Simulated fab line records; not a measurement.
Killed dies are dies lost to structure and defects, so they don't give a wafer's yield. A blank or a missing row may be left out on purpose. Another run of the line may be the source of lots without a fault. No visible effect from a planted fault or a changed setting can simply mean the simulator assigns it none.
A struck lot beside a sound one | flow sky130 | 26 steps out of a route of 708
Sound: the wafers L553.2, L553.5, L553.6. Wafers struck: L558.2, L558.4, L558.5. The cause comes at the end.
For every step that has rows: the tool of each side, followed by ch and its chambers, followed by its first start. Under that, the readings that differ: sound wafers | struck wafers | difference of the means | sigmas: that difference in standard deviations of wafers without a fault.
alike: same words and numbers on both sides, and readings whose means sit less than 2 such deviations apart. not compared: any withheld reading, any reading some wafer has no value for, any bound like >300 that may hide the same value, and any number with overlapping values for which the record gives no deviation.
The two part at a step that has a row with sigmas, a row that says differs or no value, or rows on one side only. When numbers do not overlap yet have no deviation, they are printed without sigmas and do not part them. A reading missing from all wafers of one side parts the sides only when that side holds two or more wafers.

first, 10 steps without rows for these wafers: SKY_SONOS_ONO_COAT_08 (resist thk 1140 nm); SKY_SONOS_ONO_SOFTBAKE_09 (time 60 s); SKY_SONOS_ONO_EXPOSE_10 (exposes mask ONOM, target cd 410 nm); SKY_SONOS_ONO_PEB_11; SKY_SONOS_ONO_DEVELOP_12 (develop time 60 s); SKY_SONOS_ONO_ETCH_15 (etches the open film in CHF3/O2, target depth 19.52 nm, time 7.8 s); SKY_SONOS_ONO_WET_ETCH_16 (etches SiO2 in dHF, target depth 14 nm, time 280 s); SKY_SONOS_ONO_STRIP_17 (strips in O2/N2); SKY_SONOS_ONO_WET_ETCH_18 (etches Si3N4 in H3PO4, target depth 15 nm, time 172 s); SKY_GATE_OXIDE_CLEAN_00 (cleans in SC1/SC2, time 150 s).
SKY_GATE_OXIDE_OXIDATION_01: stabilise 600 s, purge 300 s, target thk 10.268 nm.
  sound on furnace-01 ch 0, day 14 12:12; struck on furnace-01 ch 0, day 16 17:29
reading                                          | sound                | struck               | difference | sigmas
spikeTcBottomC (C)                               | 915.6 916.1 916.1    | 931.1 931.4 930.5    | +15.1      | +8
spikeTcCentreC (C)                               | 897.7 900.5 900.7    | 916.3 915.8 915.7    | +16.3      | +15
spikeTcLowerC (C)                                | 900.8 900.5 899.1    | 915.9 916.2 916.8    | +16.2      | +13
spikeTcTopC (C)                                  | 907.1 908.6 909.1    | 923.6 924.2 924.3    | +15.8      | +14
spikeTcUpperC (C)                                | 899.6 898.9 900.2    | 913.8 914.5 914.4    | +14.7      | +15
tubeCenterTempC (C)                              | 900.02 900.02 900.01 | 915.31 915.49 915.47 | +15.41     | +99 or more
tube_center_temp_C_max                           | 902.1 902.1 902.4    | 917.4 918.1 917.5    | +15.5      | +40
zonePowerTopPct (%)                              | 28.9 29.1 28.6       | 29.3 30.1 30.0       | +0.9       | +3
zonePowerUpperPct (%)                            | 17.4 17.2 17.5       | 18.0 18.2 18.4       | +0.8       | +3
model.SiO2_of_GATE_OXIDE_OXIDATION_01.thkNm (nm) | 10.46 10.43 10.38    | 12.08 12.3 12.22     | +1.78      | 
SKY_GATE_OXIDE_THK_MEAS_02:
  sound: filmMetro-03 at day 14 13:37; struck: filmMetro-02 at day 16 18:55
reading                          | sound             | struck            | difference | sigmas
GATE_OXIDE_OXIDATION_00_THK (nm) | 10.42 10.48 10.28 | 12.16 12.31 12.24 | +1.84      | +9
then, 11 steps without rows for these wafers: SKY_GATE_OXIDE_DEHYDRATE_03 (time 60 s); SKY_GATE_OXIDE_HMDS_04 (prime time 60 s); SKY_GATE_OXIDE_COAT_05 (resist thk 1140 nm); SKY_GATE_OXIDE_SOFTBAKE_06 (time 60 s); SKY_GATE_OXIDE_EXPOSE_07 (exposes mask LVOM, target cd 600 nm); SKY_GATE_OXIDE_PEB_08; SKY_GATE_OXIDE_DEVELOP_09 (develop time 60 s); SKY_GATE_OXIDE_IMPLANT_11; SKY_GATE_OXIDE_WET_ETCH_12 (etches SiO2 in dHF, target depth 16.8 nm, time 336 s); SKY_GATE_OXIDE_STRIP_13 (strips in O2/N2); SKY_GATE_OXIDE_CLEAN_15 (cleans in SC1/SC2, time 150 s).
SKY_GATE_OXIDE_OXIDATION_16: stabilise 600 s, purge 300 s, target thk 3.57 nm.
  sound on furnace-01 ch 0, day 15 18:16; struck on furnace-01 ch 0, day 18 01:27
reading                                          | sound            | struck          | difference | sigmas
model.SiO2_of_GATE_OXIDE_OXIDATION_01.thkNm (nm) | 11.83 11.8 11.78 | 13.3 13.52 13.4 | +1.6       | 
  alike: oxTempC, spikeTcBottomC, spikeTcCentreC, spikeTcLowerC, spikeTcTopC, spikeTcUpperC, tubeCenterTempC, tube_center_temp_C_max, zonePowerTopPct, zonePowerUpperPct
then, 1 step without rows for these wafers: SKY_POLY_GATE_CVD_00 (deposits poly-Si, target thk 180 nm, time 720 s).
-- record jumps: 31 days separate the struck wafers' starts on either side; left off in module POLY_GATE, taken up again in module PAD_OPEN, whose first shown step is the route's number 708 --
SKY_PAD_OPEN_PROBE_99:
  sound: prober-02 at day 47 05:01; struck: prober-02 at day 48 17:34
reading                             | sound                         | struck                        | difference | sigmas
killedAtContacts                    | 29 31 33                      | 19 22 20                      | -11        | -2
model.etest.nfet_16v.rOnOhmUm       | 1.403e+04 1.384e+04 1.391e+04 | 1.497e+04 1.518e+04 1.507e+04 | +1.147e+03 | 
model.etest.tipSonos.rsOhmSq        | 2757 2747 2707                | 3091 3168 3093                | +380       | 
model.etest.pfetG5v0d10v5.rOnOhmUm  | 4846 4847 4848                | 5140 5202 5171                | +324       | 
model.etest.nfetG5v0d10v5.rOnOhmUm  | 1905 1881 1926                | 2031 2041 2041                | +134       | 
model.etest.nfetG5v0d10v5.driveUaUm | 593.1 599.7 592.3             | 524.8 523.3 524.3             | -70.9      | 
model.etest.nfet_05v0_nvt.driveUaUm | 567 567.6 567                 | 510.6 502.1 508.6             | -60.1      | 
model.etest.pfetG5v0d10v5.driveUaUm | 330.9 330.7 335.3             | 306.6 301.8 301.9             | -28.9      | 
  alike: killed_at_M0_to_M3, killed_at_M4_up, killedAtFrontEnd, killedAtOther, killedDies, killedOpen, killedShort
  not compared: model.etest.pfet_16v.rOnOhmUm

WHERE THEY PART
First at SKY_GATE_OXIDE_OXIDATION_01; last, within this record, at SKY_PAD_OPEN_PROBE_99.

WHY: what had been put in by the simulator
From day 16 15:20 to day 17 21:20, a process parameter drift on furnace-01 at SKY_GATE_OXIDE_OXIDATION_01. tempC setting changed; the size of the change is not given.
